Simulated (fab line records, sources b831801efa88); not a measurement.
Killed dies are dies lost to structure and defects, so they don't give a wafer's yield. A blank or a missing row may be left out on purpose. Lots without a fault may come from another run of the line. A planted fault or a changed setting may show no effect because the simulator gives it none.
A struck lot beside a sound one | flow gf180mcu | 14 steps out of a route of 602
Sound: wafers L902.3, L902.4, L902.6. Struck: wafers L897.1, L897.4, L897.5. The cause comes at the end.
At each step with rows: each side's tool, then ch and its chambers, then its first start. Under that, the readings that differ: sound wafers | struck wafers | difference of the means | sigmas: that difference in standard deviations of wafers without a fault.
alike: readings whose means differ by less than 2 such deviations, and words and numbers that are the same on both sides. not compared: withheld readings, readings that some wafer has no value for, bounds like >300 that may hide the same value, and numbers for which the record gives no deviation and whose values overlap.
The two part at a step that has a row with sigmas, a row that says differs or no value, or rows on one side only. Numbers that don't overlap but have no deviation are shown without sigmas and don't part them. A reading that every wafer of one side lacks parts them only if that side has two wafers or more.

first, 4 steps without rows for these wafers: GF_VT_IMPLANT_SOFTBAKE_14 (time 60 s); GF_VT_IMPLANT_EXPOSE_15 (exposes mask Nwell LV AREA, target cd 860 nm); GF_VT_IMPLANT_PEB_16; GF_VT_IMPLANT_DEVELOP_17 (develop time 60 s).
GF_VT_IMPLANT_OVL_MEAS_18:
  sound on overlay-02, day 9 09:19; struck on overlay-01, day 8 00:19
  alike: VT_IMPLANT_01_OVL
then, 1 step without rows for these wafers: GF_VT_IMPLANT_IMPLANT_19.
GF_VT_IMPLANT_STRIP_20: strips in O2/N2.
  sound on plasma_asher-04 ch 0,1, day 9 09:31; struck on plasma_asher-04 ch 0,1, day 8 00:29
  alike: chamber_pressure_mTorr, drypump_motor_current_A, heater_power_w, oes_product_au, strip_time_to_endpoint_s
  not compared: rf_hours_counter_h
GF_VT_IMPLANT_TW_MEAS_21:
  sound on film_metro-04, day 9 09:36; struck on film_metro-02, day 8 00:35
  reading         | sound          | struck         | difference | sigmas
  VT_IMPLANT_2_TW | 1210 1211 1219 | 1191 1183 1192 | -25        | -3
then, 4 steps without rows for these wafers: GF_VT_IMPLANT_DEHYDRATE_22 (time 60 s); GF_VT_IMPLANT_HMDS_23 (prime time 60 s); GF_VT_IMPLANT_COAT_24 (resist thk 1000 nm); GF_VT_IMPLANT_SOFTBAKE_25 (time 60 s).
GF_VT_IMPLANT_EXPOSE_26: exposes mask LVPWELL HV AREA, target cd 860 nm.
  sound on iline_stepper-01 ch 0, day 9 18:22; struck on iline_stepper-02, day 8 08:55
  no value came back on the struck wafers for exposure_dose_mJ_cm2, focus_offset_nm (nm), stage_vel_mm_s (mm/s); on the sound wafers exposure_dose_mJ_cm2 reads 139.81 139.67 139.94
  alike: mask
then, 1 step without rows for these wafers: GF_VT_IMPLANT_PEB_27.

WHERE THEY PART
First at GF_VT_IMPLANT_TW_MEAS_21; last, within this record, at GF_VT_IMPLANT_EXPOSE_26.

WHY: what the simulator had put in
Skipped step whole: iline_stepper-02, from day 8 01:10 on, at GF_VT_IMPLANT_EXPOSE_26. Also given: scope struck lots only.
